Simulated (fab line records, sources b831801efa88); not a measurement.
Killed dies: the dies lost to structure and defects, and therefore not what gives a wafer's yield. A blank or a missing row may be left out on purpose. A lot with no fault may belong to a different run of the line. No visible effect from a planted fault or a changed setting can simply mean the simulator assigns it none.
fab line records	flow gf180mcu
[record] lots = 5	wafers = 15	lastDay = 34
route steps=602 shown V1@349
lots with no fault: from the same line, run without faults
startH: start of the lot's first displayed wafer, in hours after the record's first day	waitH: hours elapsed since this lot's preceding step	" as in the row above	L1.1+2: several wafers, shown together as one row	- no value, or no start was given	* or withheld: withheld	< > ~ a bound
route shown NAME@n: names a module that has steps shown in the file, with the first one's number in the route	usual: average and standard deviation across the fault-free wafers	same: alike in all rows	chamber/n: place in a boat	sites: each site's reading	_std_site: standard deviation of those values	_edge_site: inner sites' mean taken away from outer sites' mean	radiusMm: for every site, how far away it sits from the centre of the wafer	mask NAME#n: copy n	behind: the last tool/chamber to shape the wafer	hold: the reason the lot was held/the length of the hold in hours/how it ended	device: the n, p or np transistor that did not switch	end of line: the route-end tests of the same wafers	for a step that has no rows: nothing shown but its recipe	killed: the dies lost at the first sort to structure and to defects; this is not the yield of the wafer	map: a wafer's dies, x killed, . not, _ none there
set.NAME: setting as actually run; set.NAME@STEP: the setting as run at that earlier step	model.NAME: the simulator's own value behind a step, which no gauge read
a table for each step, a row for each wafer; lots at some steps of the route
services: the hour from which a tool's chamber was out of use, counted from the record's first day as startH (under 0 if before that day), plus the number of hours and why
[[steps]]
[step GF_V1_CD_MEAS_14]
[recipe] targetCdNm = 260
[usual] cdNm = 260.0/1.3
lot.wafer	tool	chamber	startH	waitH	cdNm
L076.1	cdSem-01	-	431.94	0.1	261.6
L076.4	"	-	"	"	261.5
L076.5	"	-	"	"	261.3
L080.1	cdSem-01	-	469.14	0.1	259.1
L080.3	"	-	"	"	258.4
L080.6	"	-	"	"	259.5
L085.3	cdSem-02	-	517.65	0.1	260.2
L085.5	"	-	"	"	259.8
L085.6	"	-	"	"	258.9
L088.3	cdSem-01	-	540.40	0.1	260.8
L088.4	"	-	"	"	258.8
L088.5	"	-	"	"	258.6
L097.2	cdSem-02	-	604.76	0.1	261.3
L097.4	"	-	"	"	261.7
L097.5	"	-	"	"	262.2
[step GF_V1_OVL_MEAS_15]
[usual] V1_OVL = 1/5
lot.wafer	tool	chamber	startH	waitH	V1_OVL[nm]
L076.1	overlay-02	-	432.06	0.1	5
L076.4	"	-	"	"	4
L076.5	"	-	"	"	3
L080.1	overlay-01	-	469.26	0.1	3
L080.3	"	-	"	"	-1
L080.6	"	-	"	"	-1
L085.3	overlay-02	-	517.74	0.1	13
L085.5	"	-	"	"	10
L085.6	"	-	"	"	4
L088.3	overlay-02	-	540.49	0.1	-5
L088.4	"	-	"	"	-1
L088.5	"	-	"	"	-4
L097.2	overlay-02	-	604.87	0.1	3
L097.4	"	-	"	"	3
L097.5	"	-	"	"	6
[step GF_V1_ETCH_16]
[recipe] chemistry = N2/H2	targetDepthA = withheld	overetchA = withheld	timeS = withheld	target = BARC	ionEnergyEv = 200	sourceW = 500	biasW = 100	pressureMtorr = 30	n2FlowSccm = 100	h2FlowSccm = 200
[usual] drypumpMotorCurrentA = 5.9/0.43	oesProductAu = 0.856/0.0043	throttleValvePct = 13.225/0.0095
lot.wafer	tool	chamber	startH	waitH	drypumpMotorCurrentA	oesProductAu	throttleValvePct
L076.1	rieDiel-04	2	432.09	0.0	5.6	0.853	13.235
L076.4	"	1	"	"	6.0	0.858	13.214
L076.5	"	1	"	"	6.0	0.856	13.212
L080.1	rieDiel-02	1	469.30	0.0	6.2	0.859	13.213
L080.3	"	3	"	"	5.9	0.860	13.239
L080.6	"	3	"	"	5.8	0.863	13.220
L085.3	rieDiel-02	2	517.77	0.0	6.4	0.851	13.239
L085.5	"	0	"	"	6.4	0.852	13.222
L085.6	"	2	"	"	6.4	0.862	13.226
L088.3	rieDiel-02	2	540.52	0.0	6.2	0.859	13.220
L088.4	"	2	"	"	6.3	0.853	13.225
L088.5	"	0	"	"	6.4	0.853	13.230
L097.2	rieDiel-03	1	604.90	0.0	5.8	0.858	13.225
L097.4	"	2	"	"	5.1	0.855	13.228
L097.5	"	1	"	"	5.8	0.858	13.238
[step GF_V1_ETCH_17]
[recipe] chemistry = C4F8/O2/Ar	maskMaterial = KrF	target = SiO2	stopOn = TiN	sourceW = 1500	biasW = 1200	pressureMtorr = 40	c4f8FlowSccm = withheld	O2_flow_sccm = 6	Ar_flow_sccm = 300	timeS = withheld	targetDepthA = 6300
[usual] oesProductAu = 0.855/0.0043
lot.wafer	tool	chamber	startH	waitH	oesProductAu
L076.1	rieDiel-04	2	-	-	0.846
L076.4	"	1	"	"	0.855
L076.5	"	1	"	"	0.857
L080.1	rieDiel-02	1	-	-	0.851
L080.3	"	3	"	"	0.851
L080.6	"	3	"	"	0.852
L085.3	rieDiel-02	2	-	-	0.857
L085.5	"	0	"	"	0.849
L085.6	"	2	"	"	0.856
L088.3	rieDiel-02	2	-	-	0.858
L088.4	"	2	"	"	0.858
L088.5	"	0	"	"	0.854
L097.2	rieDiel-03	1	-	-	0.861
L097.4	"	2	"	"	0.857
L097.5	"	1	"	"	0.856
[step GF_V1_STRIP_18]
[recipe] chemistry = O2/N2	powerW = 1400	pressureMtorr = 1500	platenTempC = 250	o2FlowSccm = 3000	n2FlowSccm = 300	overashFraction = 0.5
[usual] drypumpMotorCurrentA = 5.55/0.22	heaterPowerW = 328/26	oesProductAu = 0.588/0.005	platenTempC = 249.95/0.19
lot.wafer	tool	chamber	startH	waitH	drypumpMotorCurrentA	heaterPowerW	oesProductAu	platenTempC	rfHoursCounterH
L076.1	plasmaAsher-03	0	432.22	-	5.76	319	0.595	249.72	76
L076.4	"	1	"	"	5.32	322	0.583	249.60	-
L076.5	"	0	"	"	5.77	332	0.593	250.12	-
L080.1	plasmaAsher-03	0	469.43	-	5.76	332	0.584	250.11	79
L080.3	"	1	"	"	5.36	312	0.589	250.17	-
L080.6	"	0	"	"	5.83	328	0.587	249.58	-
L085.3	plasmaAsher-03	1	517.93	-	5.34	315	0.588	250.02	-
L085.5	"	0	"	"	5.77	324	0.593	249.99	-
L085.6	"	1	"	"	5.31	308	0.600	249.72	-
L088.3	plasmaAsher-04	0	540.68	-	5.57	310	0.594	250.05	-
L088.4	"	1	"	"	5.27	370	0.593	249.82	-
L088.5	"	1	"	"	5.30	373	0.584	249.66	-
L097.2	plasmaAsher-03	0	605.02	-	5.77	328	0.590	250.08	93
L097.4	"	0	"	"	5.78	331	0.595	250.11	-
L097.5	"	1	"	"	5.34	314	0.589	250.26	-
[step GF_V1_STRIP_19]
[recipe] chemistry = postEtchResidueRemover	timeS = 1200	tempC = 72.5
[usual] bathGuardTempC = 72.7/0.64
lot.wafer	tool	chamber	startH	waitH	bathGuardTempC
L076.1	wetBench-01	2	432.32	0.1	73.6
L076.4	"	2	"	"	73.5
L076.5	"	2	"	"	73.7
L080.1	wetBench-01	0	469.53	0.1	72.0
L080.3	"	0	"	"	72.3
L080.6	"	0	"	"	72.4
L085.3	wetBench-01	1	518.00	0.0	72.2
L085.5	"	1	"	"	72.3
L085.6	"	1	"	"	72.3
L088.3	wetBench-01	2	540.75	0.0	73.5
L088.4	"	2	"	"	73.8
L088.5	"	2	"	"	73.5
L097.2	wetBench-02	2	605.12	0.1	72.4
L097.4	"	2	"	"	72.0
L097.5	"	2	"	"	71.8
[step GF_V1_CLEAN_20]
[recipe] chemistry = DIW	dry = n2Spin
lot.wafer	tool	chamber	startH	waitH
L076.1+4+5	wetBench-02	1	432.66	0.0
L080.1+3+6	wetBench-04	2	469.90	0.0
L085.3+5+6	wetBench-02	1	518.34	0.0
L088.3+4+5	wetBench-04	2	541.09	0.0
L097.2+4+5	wetBench-04	3	605.47	0.0
[step GF_V1_SPUTTER_21]
[recipe] material = Ti	targetThkNm = 15	chamberPressurePa = 5	powerW = 2500	substrateTempC = 200	timeS = 80.02
[usual] throttleValvePct = 29.9/1.1
lot.wafer	tool	chamber	startH	waitH	throttleValvePct
L076.1	pvdSputter-04	-	432.75	0.0	31.0
L076.4	"	-	"	"	30.7
L076.5	"	-	"	"	29.0
L080.1	pvdSputter-04	-	470.01	0.0	31.0
L080.3	"	-	"	"	30.5
L080.6	"	-	"	"	30.4
L085.3	pvdSputter-03	-	518.44	0.0	30.9
L085.5	"	-	"	"	29.5
L085.6	"	-	"	"	30.4
L088.3	pvdSputter-04	-	541.18	0.0	30.7
L088.4	"	-	"	"	30.7
L088.5	"	-	"	"	30.8
L097.2	pvdSputter-03	-	605.56	0.0	29.3
L097.4	"	-	"	"	30.6
L097.5	"	-	"	"	29.2
[step GF_V1_SPUTTER_22]
[recipe] material = TiN	targetThkNm = 10	chamberPressurePa = 5	powerW = 4000	timeS = 40
[usual] throttleValvePct = 29.9/1.1
lot.wafer	tool	chamber	startH	waitH	throttleValvePct
L076.1	pvdSputter-04	-	432.82	0.0	30.3
L076.4	"	-	"	"	30.8
L076.5	"	-	"	"	29.0
L080.1	pvdSputter-04	-	470.07	0.0	30.7
L080.3	"	-	"	"	30.7
L080.6	"	-	"	"	30.7
L085.3	pvdSputter-03	-	518.50	0.0	31.1
L085.5	"	-	"	"	29.5
L085.6	"	-	"	"	30.7
L088.3	pvdSputter-04	-	541.24	0.0	30.5
L088.4	"	-	"	"	30.6
L088.5	"	-	"	"	30.6
L097.2	pvdSputter-03	-	605.62	0.0	29.5
L097.4	"	-	"	"	30.8
L097.5	"	-	"	"	29.6
[[services]]
tool	chamber	startH	hours	kind
rieDiel-02	2	408.71	4.9	repair
rieDiel-04	3	409.35	4.4	repair
rieDiel-04	1	439.55	5.9	repair
rieDiel-04	0	468.87	4.5	repair
rieDiel-02	2	478.16	-	clean
rieDiel-02	2	478.16	20.7	scheduledDown
rieDiel-02	2	478.16	20.7	ventCycle
pvdSputter-03	-	484.16	2.4	repair
wetBench-04	-	493.15	4.8	repair
rieDiel-02	3	498.87	-	clean
rieDiel-02	3	498.87	26.1	scheduledDown
rieDiel-02	3	498.87	26.1	ventCycle
rieDiel-04	0	502.72	5.6	repair
rieDiel-03	0	506.62	10.3	repair
rieDiel-02	1	536.53	9.8	repair
rieDiel-03	-	544.01	0.3	repair
rieDiel-03	3	552.95	6.4	repair
pvdSputter-04	-	560.63	0.9	repair
rieDiel-03	2	562.14	2.9	repair
wetBench-01	-	573.05	1.9	pm
pvdSputter-03	-	577.02	4.0	repair
plasmaAsher-04	-	580.98	2.8	pm
wetBench-01	-	587.88	3.7	repair
rieDiel-04	-	590.71	15.6	pm
[[key]]
fault none
